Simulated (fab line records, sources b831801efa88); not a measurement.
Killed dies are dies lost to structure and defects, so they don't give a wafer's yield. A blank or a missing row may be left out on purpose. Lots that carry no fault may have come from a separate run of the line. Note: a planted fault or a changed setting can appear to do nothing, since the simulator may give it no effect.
Chamber matching	flow sky130	SKY_VIA3_ETCH_15 on rie diel-03 has 4 sister chambers
The step etches SiO2 in C4F8/O2/Ar, stops on TiN, target depth 507 nm, time 78 s. 8 wafers are shown with their chamber, then 9 later ones without.

## WAFERS, EACH WITH ITS CHAMBER
wafer	chamber	oes product au (a.u.)
L082.5	2	0.944
L082.6	3	0.947
L086.2	0	0.941
L086.4	3	0.950
L086.5	2	0.948
L089.1	0	0.951
L089.2	1	0.946
L089.5	1	0.939

## WAFERS MISSING THEIR CHAMBER
wafer	oes product au (a.u.)
L090.1	0.941
L090.2	0.936
L090.3	0.946
L090.4	0.942
L090.5	0.942
L090.6	0.949
L095.2	0.948
L095.3	0.951
L095.4	0.939

## THE CHAMBER EACH PASSED THROUGH
wafer	from the rows above	in truth
L090.1	can't be placed: 1 or 0 or 2 or 3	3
L090.2	can't be placed: 1 or 0 or 2 or 3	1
L090.3	can't be placed: 0 or 2 or 3 or 1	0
L090.4	can't be placed: 1 or 0 or 2 or 3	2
L090.5	can't be placed: 1 or 0 or 2 or 3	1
L090.6	can't be placed: 3 or 0 or 2 or 1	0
L095.2	can't be placed: 3 or 0 or 2 or 1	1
L095.3	can't be placed: 3 or 0 or 2 or 1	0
L095.4	can't be placed: 1 or 0 or 2 or 3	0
0 of 9 placed correctly. Not placeable from these rows: 9 (in 9, the candidates include the true chamber). Number placed wrongly: 0.
How it was worked out, from the rows above alone: a wafer's distance from a chamber is the root of the sum, over the readings, of the square of ((its reading less the chamber's mean) divided by the reading's scatter). If the next closest chamber is less than 2 further off than the closest, the wafer can't be placed; otherwise it belongs to the closest. A chamber's mean is the mean of its shown wafers. How the scatter is found: for the shown wafers, subtract from each reading the mean of its chamber, square and add these, divide the total by (wafers less chambers), then take the root.
